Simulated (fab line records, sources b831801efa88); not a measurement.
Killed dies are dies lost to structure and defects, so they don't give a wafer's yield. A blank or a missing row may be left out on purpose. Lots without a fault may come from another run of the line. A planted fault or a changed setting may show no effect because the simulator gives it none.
A struck lot beside a sound one | flow gf180mcu | 17 steps out of a route of 602
Sound: wafers L209.1, L209.2, L209.3. Struck: wafers L213.1, L213.3, L213.6. The cause comes at the end.
At each step with rows: each side's tool, then ch and its chambers, then its first start. Under that, the readings that differ: sound wafers | struck wafers | difference of the means | sigmas: that difference in standard deviations of wafers without a fault.
alike: readings whose means differ by less than 2 such deviations, and words and numbers that are the same on both sides. not compared: withheld readings, readings that some wafer has no value for, bounds like >300 that may hide the same value, and numbers for which the record gives no deviation and whose values overlap.
The two part at a step that has a row with sigmas, a row that says differs or no value, or rows on one side only. Numbers that don't overlap but have no deviation are shown without sigmas and don't part them. A reading that every wafer of one side lacks parts them only if that side has two wafers or more.

GF_VT_IMPLANT_OVL_MEAS_18:
  sound on overlay-01, day 6 20:51; struck on overlay-02, day 7 17:38
  alike: VT_IMPLANT_01_OVL
then, 1 step without rows for these wafers: GF_VT_IMPLANT_IMPLANT_19.
GF_VT_IMPLANT_STRIP_20: strips in O2/N2.
  sound on plasma_asher-01 ch 0,1, day 6 21:02; struck on plasma_asher-04 ch 0,1, day 7 17:50
  alike: drypump_motor_current_A, heater_power_w, oes_product_au, strip_time_to_endpoint_s
  not compared: rf_hours_counter_h
GF_VT_IMPLANT_TW_MEAS_21:
  sound on film_metro-01, day 6 21:08; struck on film_metro-02, day 7 17:56
  alike: VT_IMPLANT_2_TW
then, 7 steps without rows for these wafers: GF_VT_IMPLANT_DEHYDRATE_22 (time 60 s); GF_VT_IMPLANT_HMDS_23 (prime time 60 s); GF_VT_IMPLANT_COAT_24 (resist thk 1000 nm); GF_VT_IMPLANT_SOFTBAKE_25 (time 60 s); GF_VT_IMPLANT_EXPOSE_26 (exposes mask LVPWELL HV AREA, target cd 860 nm); GF_VT_IMPLANT_PEB_27; GF_VT_IMPLANT_DEVELOP_28 (develop time 60 s).
GF_VT_IMPLANT_OVL_MEAS_29:
  sound on overlay-02, day 7 12:29; struck on overlay-02, day 8 09:26
  alike: VT_IMPLANT_02_OVL
GF_VT_IMPLANT_IMPLANT_30:
  sound on implanter-04 ch 0, day 7 12:31; struck on implanter-01 ch 0, day 8 09:29
  reading                   | sound             | struck            | difference | sigmas
  implant_ion_amu           | 11 11 11          | 49 49 49          | +38        |
  model.implant.rp_nm (nm)  | 81.38 81.38 81.38 | 20.54 20.54 20.54 | -60.84     |
  model.implant.drp_nm (nm) | 35.62 35.62 35.62 | 11.41 11.41 11.41 | -24.21     |
GF_VT_IMPLANT_STRIP_31: strips in O2/N2.
  sound on plasma_asher-03 ch 0,1, day 7 12:40; struck on plasma_asher-01 ch 0,1, day 8 09:38
  reading               | sound             | struck            | difference | sigmas
  oes_product_au (a.u.) | 0.719 0.720 0.727 | 0.712 0.712 0.709 | -0.011     | -3
  alike: drypump_motor_current_A, heater_power_w, strip_time_to_endpoint_s
  not compared: rf_hours_counter_h
GF_VT_IMPLANT_TW_MEAS_32:
  sound on film_metro-02, day 7 12:46; struck on film_metro-01, day 8 09:44
  reading         | sound             | struck            | difference | sigmas
  VT_IMPLANT_3_TW | 265.1 265.5 266.7 | 417.7 416.1 416.0 | +150.8     | +60
then, 1 step without rows for these wafers: GF_VT_IMPLANT_DEHYDRATE_33 (time 60 s).
GF_PASSIVATION_PROBE_99:
  the record has rows for the sound wafers here (prober-02, day 29 21:49) and none for the struck ones

WHERE THEY PART
First at GF_VT_IMPLANT_STRIP_31; last, within this record, at GF_PASSIVATION_PROBE_99.

WHY: what the simulator had put in
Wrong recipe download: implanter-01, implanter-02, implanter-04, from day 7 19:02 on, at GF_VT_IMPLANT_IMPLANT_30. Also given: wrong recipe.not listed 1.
